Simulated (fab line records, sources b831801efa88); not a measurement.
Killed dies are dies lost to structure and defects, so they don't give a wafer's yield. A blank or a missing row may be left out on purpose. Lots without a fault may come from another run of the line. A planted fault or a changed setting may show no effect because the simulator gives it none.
Tool commonality check | flow gf180mcu | 13 lots, 39 wafers sampled

WHY IT WAS OPENED
At GF_NWELL_OVL_MEAS_07 the reading NWELL_OVL is flagged on 2 of 13 lots. Wafers without a fault read 0.9 nm, standard deviation 1.4.
Rule: a lot is flagged when every wafer of it that has a number lies more than 4 standard deviations from that mean, or none has a number. The other lots count as sound.

lot  | measured    | on         | NWELL_OVL (nm), wafer by wafer | flag
L306 | day 3 07:52 | overlay-01 | -0.7 1.0 1.5                   |
L309 | day 4 00:10 | overlay-02 | 0.9 -1.5 0.5                   |
L310 | day 4 04:50 | overlay-01 | 2.1 2.0 1.6                    |
L311 | day 4 12:23 | overlay-01 | 1.9 0.6 1.1                    |
L313 | day 4 19:55 | overlay-02 | -0.3 1.8 1.4                   |
L315 | day 5 12:01 | overlay-02 | 1.8 -0.5 -1.3                  |
L316 | day 5 14:02 | overlay-01 | -0.3 0.5 -1.2                  |
L318 | day 6 02:34 | overlay-01 | -0.5 -0.3 -0.1                 |
L320 | day 6 09:22 | overlay-01 | -0.5 -0.5 0.7                  |
L322 | day 6 23:20 | overlay-02 | 1.0 4.2 -0.2                   |
L327 | day 8 01:31 | overlay-02 | -100.0 -98.3 -98.8             | FLAGGED
L328 | day 8 08:25 | overlay-01 | -98.6 -99.0 -101.9             | FLAGGED
L329 | day 8 12:08 | overlay-02 | 2.2 0.8 1.8                    |
The numbers of the flagged lots are -99.4 nm on average: -100.3 nm against the usual, or -72 standard deviations.

WHICH TOOL RAN EACH LOT
The record holds 1 process step before the reading, out of a route of 602 steps. In each cell: the tool, then ch and the chambers that the sampled wafers went through, then the start.
lot  | flag    | GF_NWELL_EXPOSE_04
L306 |         | iline_stepper-01 ch 0, day 3 01:22
L309 |         | iline_stepper-02 ch 0, day 3 17:16
L310 |         | iline_stepper-01 ch 0, day 3 22:31
L311 |         | iline_stepper-01 ch 0, day 4 05:38
L313 |         | iline_stepper-01 ch 0, day 4 13:54
L315 |         | iline_stepper-02 ch 0, day 5 05:14
L316 |         | iline_stepper-02 ch 0, day 5 07:22
L318 |         | iline_stepper-01 ch 0, day 5 19:04
L320 |         | iline_stepper-01 ch 0, day 6 02:13
L322 |         | iline_stepper-01 ch 0, day 6 15:52
L327 | FLAGGED | iline_stepper-02 ch 0, day 7 17:13
L328 | FLAGGED | iline_stepper-02 ch 0, day 8 00:50
L329 |         | iline_stepper-01 ch 0, day 8 04:12
What these steps do:
- GF_NWELL_EXPOSE_04: exposes mask Nwell, target cd 860 nm.
- GF_NWELL_OVL_MEAS_07

FLAGGED OVER TOTAL, TOOL BY TOOL (the gauges that took the reading come last)
step                 | tool             | lots run | flagged | share of the flagged lots | sound lots run after its first flagged lot
GF_NWELL_EXPOSE_04   | iline_stepper-01 | 8        | 0       | none                      | -
GF_NWELL_EXPOSE_04   | iline_stepper-02 | 5        | 2       | all                       | 0
GF_NWELL_OVL_MEAS_07 | overlay-01       | 7        | 1       | some                      | 0
GF_NWELL_OVL_MEAS_07 | overlay-02       | 6        | 1       | some                      | 1 (L329)

WHAT THE TABLE ALLOWS
1 row of the table ran every flagged lot: iline_stepper-02 at GF_NWELL_EXPOSE_04.
- iline_stepper-02 at GF_NWELL_EXPOSE_04: 2 of its 5 lots flagged. Its last sound lot is L316 (day 5 07:22), its first flagged lot L327 (day 7 17:13): a fault that began between those two fits.
One tool is left: iline_stepper-02 at GF_NWELL_EXPOSE_04.

WHAT THE SIMULATOR HAD PUT IN
Scanner matching overlay: iline_stepper-02, from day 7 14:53 on, at GF_NWELL_EXPOSE_04. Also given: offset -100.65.
Lots struck among those shown: L327, L328. The rule above found the same.
